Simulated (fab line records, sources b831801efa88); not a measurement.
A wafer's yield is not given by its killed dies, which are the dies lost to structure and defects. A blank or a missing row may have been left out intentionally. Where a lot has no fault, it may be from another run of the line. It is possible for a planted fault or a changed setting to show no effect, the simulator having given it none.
The same fault as seen by 2 desks :: flow sky130 :: numbers are kept per desk, each desk with only its own; the story behind them comes last

== THE TOOL OWNER'S DESK: pvdSputter-02 ==
The tool's own readings at SKY_METAL4_SPUTTER_02 (material AlCu, target thk 735 nm, time 39.1 s): means of the sampled wafers that have a number, for each lot that ran on this tool. Marked OUT: a lot whose mean sits more than 4 standard deviations from the usual mean, which makes it out of limits; the brackets give that distance.
Columns: A = chamberPressurePa at SKY_METAL4_SPUTTER_02, usual 0.4000 Pa; B = throttleValvePct at SKY_METAL4_SPUTTER_02, usual 30.4 %
lot: L912
first seen here: day 39 15:38
A: 0.3998
B: 30.3

lot: L915
first seen here: day 40 11:20
A: 0.3998
B: 30.5

lot: L918
first seen here: day 41 17:33
A: 0.4000
B: 30.1

lot: L920
first seen here: day 42 08:19
A: 0.4001
B: 30.7

lot: L919
first seen here: day 43 03:53
A: 0.3998
B: 30.7

lot: L928
first seen here: day 44 12:03
A: 0.3636 (-48) OUT
B: 32.0

lot: L934
first seen here: day 45 16:28
A: 0.3633 (-48) OUT
B: 32.2
This desk's verdict: out of limits on L928, L934, starting with L928 at day 44 12:03 (chamberPressurePa at SKY_METAL4_SPUTTER_02). Within limits: L912, L915, L918, L920, L919.

== FROM THE METROLOGY DESK ==
What the gauges read for every lot (on any tool): the sampled wafers with a number, averaged. Marked OUT: a lot whose mean sits more than 4 standard deviations from the usual mean, which makes it out of limits; the brackets give that distance.
Columns: A = VIA3_W_RS at SKY_VIA3_RS_MEAS_22, usual 0.291 ohm/sq
lot: L912
first seen here: day 39 15:06
A: 0.288

lot: L913
first seen here: day 39 15:27
A: 0.293

lot: L914
first seen here: day 40 06:14
A: 0.290

lot: L915
first seen here: day 40 10:49
A: 0.290

lot: L918
first seen here: day 41 17:02
A: 0.287

lot: L920
first seen here: day 42 07:35
A: 0.293

lot: L919
first seen here: day 43 03:21
A: 0.291

lot: L924
first seen here: day 43 11:36
A: 0.290

lot: L928
first seen here: day 44 11:32
A: 0.290

lot: L933
first seen here: day 45 12:50
A: 0.293

lot: L934
first seen here: day 45 15:58
A: 0.290

lot: L935
first seen here: day 46 04:38
A: 0.290
Result from this desk: across the 12 lots, nothing is out of limits.

== PUT TOGETHER ==
At day 44 12:03, on L928, L934, the tool owner's desk was in a position to raise an alarm.
From the metrology desk's view, nothing was out of limits.
The metrology desk has L928, L934 on record, within its limits.
Of the lots named, all ran SKY_METAL4_SPUTTER_02 on pvdSputter-02.

== WHAT WAS PUT IN BY THE SIMULATOR ==
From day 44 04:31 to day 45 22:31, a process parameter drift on pvdSputter-02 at SKY_METAL4_SPUTTER_02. The setting chamberPressurePa was moved by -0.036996, starting from 0.4. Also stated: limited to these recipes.
Shown lots that were struck: L928, L934.
Delay in hours, fault start to first out-of-limits reading, by desk: the tool owner's desk at 8.
